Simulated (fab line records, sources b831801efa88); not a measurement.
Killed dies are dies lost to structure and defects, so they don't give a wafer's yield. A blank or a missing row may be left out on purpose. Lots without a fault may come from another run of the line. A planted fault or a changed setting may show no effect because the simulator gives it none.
Split-lot experiment | flow sky130 | 5 lots, 23 wafers read, on a route of 708 steps

THE SPLIT
At SKY_LDD_P_COAT_02 (resist thk 1140 nm), the setting resist_thk_nm was moved away from the recipe's 1140 nm on 5 of the 23 wafers read, by -2.4% to +3.5%. The other wafers ran this setting at the recipe's value.

The reading is taken at the split's own step.

THE READING
NOVOLAK_of_LDD_P_COAT_02.thk_nm (the simulator's own value, which no gauge read), in nm, at SKY_LDD_P_COAT_02 (resist thk 1140 nm). The file gives no usual value for it. The 18 wafers here that ran the recipe average 1141 nm, standard deviation 1.9 nm.

wafer  | tool, chamber at the split | resist_thk_nm as run, nm | against the recipe | NOVOLAK_of_LDD_P_COAT_02.thk_nm, nm | against lot-mates on the recipe
L074.1 | litho_track-04, 0          | 1140                     | recipe             | 1143                                | -
L074.2 | litho_track-04, 0          | 1180                     | +3.5%              | 1184                                | +43
L074.4 | litho_track-04, 0          | 1180                     | +3.5%              | 1180                                | +39
L074.5 | litho_track-04, 0          | 1140                     | recipe             | 1139                                | -
L074.6 | litho_track-04, 0          | 1180                     | +3.5%              | 1185                                | +44
L076.1 | litho_track-02, 0          | 1140                     | recipe             | 1140                                | -
L076.2 | litho_track-02, 0          | 1140                     | recipe             | 1140                                | -
L076.5 | litho_track-02, 0          | 1140                     | recipe             | 1140                                | -
L076.3 | litho_track-02, 0          | 1140                     | recipe             | 1142                                | -
L076.4 | litho_track-02, 0          | 1140                     | recipe             | 1139                                | -
L083.1 | litho_track-02, 0          | 1140                     | recipe             | 1142                                | -
L083.4 | litho_track-02, 0          | 1140                     | recipe             | 1142                                | -
L083.2 | litho_track-02, 0          | 1140                     | recipe             | 1143                                | -
L083.3 | litho_track-02, 0          | 1140                     | recipe             | 1138                                | -
L083.6 | litho_track-02, 0          | 1140                     | recipe             | 1144                                | -
L080.1 | litho_track-03, 0          | 1140                     | recipe             | 1141                                | -
L080.2 | litho_track-03, 0          | 1140                     | recipe             | 1141                                | -
L080.3 | litho_track-03, 0          | 1140                     | recipe             | 1140                                | -
L085.1 | litho_track-04, 0          | 1140                     | recipe             | 1138                                | -
L085.5 | litho_track-04, 0          | 1140                     | recipe             | 1138                                | -
L085.2 | litho_track-04, 0          | 1113                     | -2.4%              | 1111                                | -29
L085.3 | litho_track-04, 0          | 1113                     | -2.4%              | 1115                                | -25
L085.4 | litho_track-04, 0          | 1140                     | recipe             | 1143                                | -

THE FIT
A straight line over all 23 wafers: NOVOLAK_of_LDD_P_COAT_02.thk_nm changes by +12 nm for each +1% of resist_thk_nm; r = +0.99; the points scatter about the line by 2 nm.
The same after taking each lot's own level away (the mean of its wafers on the recipe; 23 wafers): +11.8 nm for each +1%; r = +0.99; scatter 1.9 nm.
On that fit, the largest move of resist_thk_nm shifts the reading by 41 nm.
The lots' own levels span 1139.7 to 1141.8 nm, that is 1.2 times the standard deviation above.
So the lot-to-lot level changes the slope little: the two slopes agree.
Check: with one of the wafers moved furthest among these (+3.5%) left out of the fit, the line predicts +41 nm for it against its lot-mates. It came out at +43 nm against them.

OTHER SPLITS ON THESE WAFERS
These wafers also went through other splits before the reading. Each is held against what the fit with the lots' levels taken away leaves over:
other split on the same wafers           | wafers away from the commonest value | r with NOVOLAK_of_LDD_P_COAT_02.thk_nm (lot level and that fit taken away)
SKY_VT_ADJUST_HVTR_COAT_02 resist_thk_nm | 7                                    | -0.04
SKY_GATE_OXIDE_OXIDATION_01 ox_time_s    | 18                                   | -0.03
SKY_POLY_GATE_IMPLANT_02 energy_kev      | 9                                    | +0.39
SKY_POLY_GATE_EXPOSE_10 dose_mj          | 11                                   | +0.08

THE WHOLE CHAIN: every reading that the file lists as answering this split, in the file's order
step               | what it does       | reading                                                                          | change (the file's fit)              | r (the file's)
SKY_LDD_P_COAT_02  | resist thk 1140 nm | NOVOLAK_of_LDD_P_COAT_02.thk_nm (the simulator's own value, which no gauge read) | +11.8 nm for each +1% of the setting | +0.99
SKY_LDD_P_STRIP_10 | strips in O2/N2    | strip_time_to_endpoint_s                                                         | withheld for each +1% of the setting | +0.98

THE FILE'S OWN FIT
NOVOLAK_of_LDD_P_COAT_02.thk_nm changes by +11.8 nm for each +1% of resist_thk_nm, r = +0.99.
